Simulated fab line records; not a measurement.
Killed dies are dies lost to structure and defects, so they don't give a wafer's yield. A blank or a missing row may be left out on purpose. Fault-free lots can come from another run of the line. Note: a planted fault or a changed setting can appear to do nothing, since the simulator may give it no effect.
What tool caused it? + flow sky130 + 12 lots, 36 wafers sampled, at 4 steps of a route of 708

## WHAT EACH GAUGE READ, for each wafer
SKY_VIA3_BOW_MEAS_03.
| lot  | measured     | on            | VIA3_BOW (um) |
|------|--------------|---------------|---------------|
| L970 | day 38 15:38 | film_metro-04 | 86 72 88      |
| L971 | day 39 15:01 | film_metro-02 | 86 82 79      |
| L972 | day 39 16:07 | film_metro-04 | 82 80 78      |
| L973 | day 39 17:55 | film_metro-03 | 80 95 89      |
| L975 | day 40 10:52 | film_metro-04 | 77 84 76      |
| L978 | day 41 12:27 | film_metro-02 | 82 75 82      |
| L980 | day 41 21:15 | film_metro-04 | 76 77 91      |
| L979 | day 41 22:10 | film_metro-03 | 67 68 81      |
| L981 | day 42 02:38 | film_metro-04 | 89 89 84      |
| L985 | day 43 10:34 | film_metro-04 | 84 89 74      |
| L986 | day 43 15:24 | film_metro-04 | 91 92 89      |
| L990 | day 44 13:02 | film_metro-02 | 71 73 71      |

SKY_CAP2M_RS_MEAS_03: the measuring method here is four-point-probe.
| lot  | measured     | on            | CAP2M_TIN_RS (ohm/sq) |
|------|--------------|---------------|-----------------------|
| L970 | day 39 18:04 | film_metro-01 | 6.88 6.79 6.85        |
| L971 | day 40 17:42 | film_metro-01 | 6.87 6.87 6.83        |
| L972 | day 40 18:16 | film_metro-03 | 6.84 6.80 6.90        |
| L973 | day 40 19:53 | film_metro-03 | 7.00 6.93 6.85        |
| L975 | day 41 12:06 | film_metro-04 | 6.81 6.76 6.84        |
| L978 | day 42 13:35 | film_metro-04 | 6.75 6.88 6.88        |
| L980 | day 42 22:43 | film_metro-01 | 7.01 6.98 6.99        |
| L979 | day 42 23:28 | film_metro-01 | 6.88 6.93 6.95        |
| L981 | day 43 03:37 | film_metro-03 | 6.90 6.80 6.84        |
| L985 | day 44 11:04 | film_metro-01 | 6.99 6.90 6.91        |
| L986 | day 44 15:20 | film_metro-04 | 7.00 6.96 7.01        |
| L990 | day 45 12:44 | film_metro-01 | 6.86 6.95 6.96        |

## WHAT TOOL EACH LOT RAN ON (gives the tool, then ch and the chambers of the sampled wafers, and finally the start)
| lot  | SKY_METAL1_SPUTTER_02        | SKY_VIA3_CMP_24               |
|------|------------------------------|-------------------------------|
| L970 | pvd_sputter-04, day 31 18:05 | cmp-01 ch 0,3, day 39 17:19   |
| L971 | pvd_sputter-02, day 32 20:15 | cmp-01 ch 0,1,3, day 40 17:10 |
| L972 | pvd_sputter-02, day 32 20:59 | cmp-01 ch 0,1,3, day 40 17:37 |
| L973 | pvd_sputter-01, day 32 21:53 | cmp-02 ch 1,2,3, day 40 19:17 |
| L975 | pvd_sputter-01, day 33 16:03 | cmp-01 ch 0,2, day 41 11:27   |
| L978 | pvd_sputter-01, day 34 20:04 | cmp-02 ch 0,2,3, day 42 12:56 |
| L980 | pvd_sputter-01, day 35 05:24 | cmp-02 ch 0,1,2, day 42 22:10 |
| L979 | pvd_sputter-02, day 35 06:06 | cmp-01 ch 0,1,3, day 42 22:54 |
| L981 | pvd_sputter-04, day 35 11:36 | cmp-02 ch 0,1,2, day 43 02:59 |
| L985 | pvd_sputter-01, day 37 00:06 | cmp-01 ch 0,1, day 44 10:26   |
| L986 | pvd_sputter-01, day 37 05:33 | cmp-01 ch 0,1,3, day 44 14:46 |
| L990 | pvd_sputter-01, day 38 07:55 | cmp-02 ch 0,2,3, day 45 12:13 |
- SKY_METAL1_SPUTTER_02: material AlCu, target thk 250 nm, time 13.3 s.
- SKY_VIA3_CMP_24: polishes, stops on SiO2, t overpolish 20 s, target thk 0 nm.

## WHAT THE TOOLS THEMSELVES READ (means of the sampled wafers that have a number; where no wafer has one, the mark that the record gives instead)
SKY_METAL1_SPUTTER_02.
| lot  | tool           | cathode_dc_power_W (W) | throttle_valve_pct (%) |
|------|----------------|------------------------|------------------------|
| L970 | pvd_sputter-04 | 10601                  | 30.2                   |
| L971 | pvd_sputter-02 | 10600                  | 30.2                   |
| L972 | pvd_sputter-02 | 10600                  | 29.8                   |
| L973 | pvd_sputter-01 | 10600                  | 29.9                   |
| L975 | pvd_sputter-01 | 10598                  | 30.1                   |
| L978 | pvd_sputter-01 | 10600                  | 29.9                   |
| L980 | pvd_sputter-01 | 10601                  | 30.1                   |
| L979 | pvd_sputter-02 | 10601                  | 30.2                   |
| L981 | pvd_sputter-04 | 10601                  | 30.1                   |
| L985 | pvd_sputter-01 | 10598                  | 29.7                   |
| L986 | pvd_sputter-01 | 10599                  | 29.3                   |
| L990 | pvd_sputter-01 | 10600                  | 29.3                   |

SKY_VIA3_CMP_24.
| lot  | tool   | motor_current_A (A) | overpolish_run_s (s) | time_to_endpoint_s (s) |
|------|--------|---------------------|----------------------|------------------------|
| L970 | cmp-01 | 10.7                | 20.000               | 97.4                   |
| L971 | cmp-01 | 11.0                | 20.003               | 96.2                   |
| L972 | cmp-01 | 11.0                | 20.011               | 93.6                   |
| L973 | cmp-02 | 11.2                | 19.999               | 94.4                   |
| L975 | cmp-01 | 10.4                | 20.004               | 95.7                   |
| L978 | cmp-02 | 10.7                | 19.993               | 98.0                   |
| L980 | cmp-02 | 11.8                | 19.992               | 96.0                   |
| L979 | cmp-01 | 10.5                | 20.001               | 95.0                   |
| L981 | cmp-02 | 11.4                | 19.997               | 94.5                   |
| L985 | cmp-01 | 10.6                | 20.001               | 93.5                   |
| L986 | cmp-01 | 10.7                | 19.988               | 95.4                   |
| L990 | cmp-02 | 10.9                | 19.999               | 93.9                   |

## THE ANSWER, worked out from the rows above alone
Rule: the lots themselves supply what counts as usual. Put in order of their means at a reading, lots are off if they are a third of the lots or fewer, leave a main group of 4 or more, and stand apart from it by a gap of 3 or more times the standard deviation of the main group's means; of several such gaps the widest counts. If all means in a main group match to the digits the tables above print for the reading, that group is not used. Also off: a lot with no number at a reading for which 4 or more lots have one. The other lots that the step has rows for count as sound. After the gauges, taken in route order, come the tools' own readings; for these a lot's mean is taken, as printed above. At the first step where some lot is off, the reading lying furthest off is the one used; lots without a number count as furthest.
Across all readings shown, no lot is off: no conclusion can be drawn from this.

## WHAT WAS PUT IN BY THE SIMULATOR
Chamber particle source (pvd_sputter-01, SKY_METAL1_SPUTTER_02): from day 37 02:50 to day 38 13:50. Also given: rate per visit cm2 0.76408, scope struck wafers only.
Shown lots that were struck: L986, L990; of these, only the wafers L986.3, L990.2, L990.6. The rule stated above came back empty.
